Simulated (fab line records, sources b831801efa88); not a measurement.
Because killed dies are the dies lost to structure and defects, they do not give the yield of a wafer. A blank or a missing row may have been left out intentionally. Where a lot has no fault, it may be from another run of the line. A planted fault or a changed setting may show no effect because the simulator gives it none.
The tool behind it: which one? || flow sky130 || 7 lots, 21 wafers sampled, at 3 steps of a route of 708

## WHAT THE GAUGES READ, wafer by wafer
SKY_METAL1_CD_MEAS_15: the cd target is 140 nm.
{"lot": "L222", "measured": "day 33 14:04", "on": "cdSem-02", "cdNm (nm)": "141.6 141.6 141.8"}
{"lot": "L224", "measured": "day 35 00:53", "on": "cdSem-02", "cdNm (nm)": "139.9 140.2 140.8"}
{"lot": "L227", "measured": "day 35 03:34", "on": "cdSem-02", "cdNm (nm)": "139.8 141.0 139.7"}
{"lot": "L228", "measured": "day 35 10:54", "on": "cdSem-02", "cdNm (nm)": "138.2 140.1 138.3"}
{"lot": "L234", "measured": "day 37 09:47", "on": "cdSem-01", "cdNm (nm)": "141.6 141.4 140.5"}
{"lot": "L239", "measured": "day 39 05:26", "on": "cdSem-01", "cdNm (nm)": "140.2 138.0 137.0"}
{"lot": "L243", "measured": "day 39 21:37", "on": "cdSem-01", "cdNm (nm)": "141.4 139.7 140.5"}

## WHAT TOOL EACH LOT RAN ON (gives the tool, then ch and the chambers of the sampled wafers, and finally the start)
{"lot": "L222", "SKY_CONTACT_SPUTTER_23": "pvdSputter-02, day 32 10:16", "SKY_METAL1_SPUTTER_02": "pvdSputter-01, day 32 10:58"}
{"lot": "L224", "SKY_CONTACT_SPUTTER_23": "pvdSputter-01, day 33 21:34", "SKY_METAL1_SPUTTER_02": "pvdSputter-03, day 33 22:16"}
{"lot": "L227", "SKY_CONTACT_SPUTTER_23": "pvdSputter-03, day 33 23:44", "SKY_METAL1_SPUTTER_02": "pvdSputter-04, day 34 00:26"}
{"lot": "L228", "SKY_CONTACT_SPUTTER_23": "pvdSputter-01, day 34 06:50", "SKY_METAL1_SPUTTER_02": "pvdSputter-03, day 34 07:32"}
{"lot": "L234", "SKY_CONTACT_SPUTTER_23": "pvdSputter-03, day 36 07:08", "SKY_METAL1_SPUTTER_02": "pvdSputter-01, day 36 07:50"}
{"lot": "L239", "SKY_CONTACT_SPUTTER_23": "pvdSputter-03, day 38 03:59", "SKY_METAL1_SPUTTER_02": "pvdSputter-01, day 38 04:41"}
{"lot": "L243", "SKY_CONTACT_SPUTTER_23": "pvdSputter-01, day 38 19:36", "SKY_METAL1_SPUTTER_02": "pvdSputter-03, day 38 20:18"}
- SKY_CONTACT_SPUTTER_23: material TiN, target thk 20 nm, time 80 s.
- SKY_METAL1_SPUTTER_02: material AlCu, target thk 250 nm, time 13.3 s.

## THE ANSWER, worked out from the rows above alone
Rule: the lots themselves supply what counts as usual. The widest of any qualifying gaps counts: lots, ordered by their means at a reading, are off when they make up no more than a third of the lots, leave a main group of 4 or more, and stand apart from it by 3 or more times the standard deviation of that group's means. Not used: any main group whose means are identical at the precision the tables above print for the reading. A lot without any number at a reading at which 4 lots or more have one is off too. The other lots that the step has rows for count as sound.
None of the lots is off at any reading shown; this tells nothing.

## WHAT THE SIMULATOR HAD INSERTED
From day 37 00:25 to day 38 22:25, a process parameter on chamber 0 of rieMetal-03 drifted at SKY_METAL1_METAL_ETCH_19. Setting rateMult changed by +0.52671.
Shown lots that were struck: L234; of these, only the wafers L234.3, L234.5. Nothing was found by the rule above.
